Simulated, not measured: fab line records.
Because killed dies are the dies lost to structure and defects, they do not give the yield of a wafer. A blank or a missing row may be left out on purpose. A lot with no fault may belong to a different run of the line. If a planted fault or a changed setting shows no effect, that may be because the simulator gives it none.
Problem report in the 8D (eight disciplines) form, filled by code :: flow gf180mcu :: the parts of the form that need people (team, actions taken, sign-off) are left out

## 1. WHAT IS WRONG
Mean TOP_METAL_ALCU_RS at GF_TOP_METAL_RS_MEAS_05: 0.0356 ohm/sq over 6 wafers in 2 lots; fault-free wafers: 0.0329 ohm/sq, standard deviation 0.00038. Measured from the usual mean, that is +7.1 standard deviations.
The step: measures by four-point-probe.
Earliest sighting: wafer L803.3 on film metro-01 at day 33 19:20. The record holds 42 wafers of 14 lots with a number at this step. By rule, "out" or "out of limits" means more than 4 standard deviations away from the usual mean. Any other wafer with a number is counted as sound.

## 2. WHAT IT IS, WHAT IT ISN'T
question: which readings at this step
is: TOP_METAL_ALCU_RS
is not: -

question: which lots
is: L803, L805
is not: L782, L783, L785, L786, L788, L789, L790, L793, L795, L797, L798, L799

question: which wafers of those lots
is: all that have a number
is not: -

question: read on which gauges
is: film metro-01
is not: film metro-02, film metro-04

question: when
is: from day 33 19:20
is not: up to then (36 sound wafers)

## 3. SUSPECTS, AND WHAT RULES EACH OUT
Counting: a tool stays on the suspect list if, at a process step up to the reading, it processed all lots that are out and no sound lot following the first of them.
- the gauge at GF_TOP_METAL_RS_MEAS_05: ruled out. All the wafers that are out were read on film metro-01, but those of them that GF_TOP_METAL_SPUTTER_02 has rows for are out there too, on other tools.
- pvd sputter-01 at GF_TOP_METAL_SPUTTER_02 (material AlCu, target thk 900 nm, time 47.82 s): kept. It processed each lot that is out, first L803 at day 33 19:11, and no sound lot thereafter; up to then, the last sound lot it processed was L798 at day 32 12:50. On those wafers its own readings are out: cathode dc power W.
Left after counting: pvd sputter-01 at GF_TOP_METAL_SPUTTER_02.

## 4. THE CAUSE (what the simulator had put in)
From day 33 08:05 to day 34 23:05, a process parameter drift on pvd sputter-01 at GF_TOP_METAL_SPUTTER_02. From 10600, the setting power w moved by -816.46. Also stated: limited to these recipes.
Only this tool survived the counting.

## 5. SEQUENCE OF EFFECTS, ordered by route
One row per reading whose mean, taken over the struck wafers that have a number, lies over 3 standard deviations from the usual. Only readings for which the record gives a usual standard deviation are gone through. hours: the time from each lot's start at the first step in this table that gives one to its start at this step, as a median over the lots. sigmas: the change in usual standard deviations.
hours: 0
step: GF_TOP_METAL_SPUTTER_02
reading: cathode dc power W
usual: 10600 W
on struck wafers: 9785
change: -815
sigmas: -99 or more

hours: 0
step: GF_TOP_METAL_RS_MEAS_05
reading: TOP_METAL_ALCU_RS
usual: 0.0329 ohm/sq
on struck wafers: 0.0356
change: +0.0027
sigmas: +7.1

hours: 0
step: GF_TOP_METAL_THK_MEAS_06
reading: TOP_METAL_ALCU_THK
usual: 899 nm
on struck wafers: 834
change: -65
sigmas: -5.9
Its process steps:
- GF_TOP_METAL_SPUTTER_02: material AlCu, target thk 900 nm, time 47.82 s.

## 6. HOW IT WOULD HAVE BEEN CAUGHT EARLIER
11 hours passed between the start of the fault at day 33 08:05 and the first reading out of limits at a measuring or inspecting step in this record, taken at day 33 19:20.
At GF_TOP_METAL_SPUTTER_02, the tool's own readings (cathode dc power W) were out on each struck wafer the step has a row for, so an alarm limit on them would have fired on the first such wafer.
Lots out: 2; of these, L805 started GF_TOP_METAL_SPUTTER_02 on pvd sputter-01 after day 33 19:20. Holding the tool at that time would have saved it.
